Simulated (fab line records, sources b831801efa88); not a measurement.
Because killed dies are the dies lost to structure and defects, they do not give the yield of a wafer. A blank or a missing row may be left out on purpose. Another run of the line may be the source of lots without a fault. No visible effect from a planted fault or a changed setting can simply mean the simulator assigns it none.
Matching of chambers / flow sky130 / cmp-02 running SKY_VIA2_CMP_02: 4 sister chambers
The step polishes SiO2. 20 wafers are shown with their chamber, then 10 later ones without.

== EACH WAFER AND ITS CHAMBER ==
wafer=L074.4; chamber=2; motor current A (A)=12.9
wafer=L074.5; chamber=0; motor current A (A)=10.9
wafer=L074.6; chamber=1; motor current A (A)=12.6
wafer=L075.4; chamber=0; motor current A (A)=11.0
wafer=L075.5; chamber=0; motor current A (A)=10.8
wafer=L075.6; chamber=1; motor current A (A)=12.0
wafer=L076.3; chamber=2; motor current A (A)=13.7
wafer=L076.4; chamber=0; motor current A (A)=10.9
wafer=L076.6; chamber=1; motor current A (A)=13.7
wafer=L078.1; chamber=2; motor current A (A)=13.4
wafer=L078.2; chamber=0; motor current A (A)=11.0
wafer=L078.4; chamber=3; motor current A (A)=11.2
wafer=L080.3; chamber=0; motor current A (A)=10.3
wafer=L080.4; chamber=1; motor current A (A)=12.7
wafer=L080.5; chamber=3; motor current A (A)=11.6
wafer=L083.2; chamber=3; motor current A (A)=11.5
wafer=L083.3; chamber=2; motor current A (A)=13.7
wafer=L083.6; chamber=0; motor current A (A)=10.8
wafer=L085.1; chamber=3; motor current A (A)=11.3
wafer=L085.2; chamber=0; motor current A (A)=10.7

SIGNATURES (averages over the wafers above)
reading=motor current A; chamber 0=10.800; chamber 1=12.750; chamber 2=13.425; chamber 3=11.400; scatter within a chamber=0.385
Rule: distance of a wafer from a chamber = root of the sum over the readings of ((wafer's reading minus chamber's mean) / reading's scatter) squared. If the next closest chamber is less than 2 further off than the closest, the wafer can't be placed; otherwise it belongs to the closest. How the scatter is found: for the shown wafers, subtract from each reading the mean of its chamber, square and add these, divide the total by (wafers less chambers), then take the root.

== WAFERS MISSING THEIR CHAMBER ==
wafer=L085.6; motor current A (A)=12.9
wafer=L086.1; motor current A (A)=13.2
wafer=L086.3; motor current A (A)=10.9
wafer=L086.5; motor current A (A)=13.9
wafer=L088.1; motor current A (A)=11.6
wafer=L088.2; motor current A (A)=13.5
wafer=L088.3; motor current A (A)=13.2
wafer=L096.3; motor current A (A)=10.8
wafer=L096.4; motor current A (A)=13.8
wafer=L096.5; motor current A (A)=13.4

== WHICH CHAMBER EACH WENT THROUGH ==
wafer=L085.6; from the rows above=can't be placed: 1 or 2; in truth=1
wafer=L086.1; from the rows above=can't be placed: 2 or 1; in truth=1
wafer=L086.3; from the rows above=can't be placed: 0 or 3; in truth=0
wafer=L086.5; from the rows above=can't be placed: 2 or 1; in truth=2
wafer=L088.1; from the rows above=can't be placed: 3 or 0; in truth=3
wafer=L088.2; from the rows above=can't be placed: 2 or 1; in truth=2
wafer=L088.3; from the rows above=can't be placed: 2 or 1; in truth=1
wafer=L096.3; from the rows above=can't be placed: 0 or 3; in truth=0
wafer=L096.4; from the rows above=can't be placed: 2 or 1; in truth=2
wafer=L096.5; from the rows above=can't be placed: 2 or 1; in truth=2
0 of 10 placed correctly. Not placeable from these rows: 10 (in 10, the candidates include the true chamber). Number placed wrongly: 0.
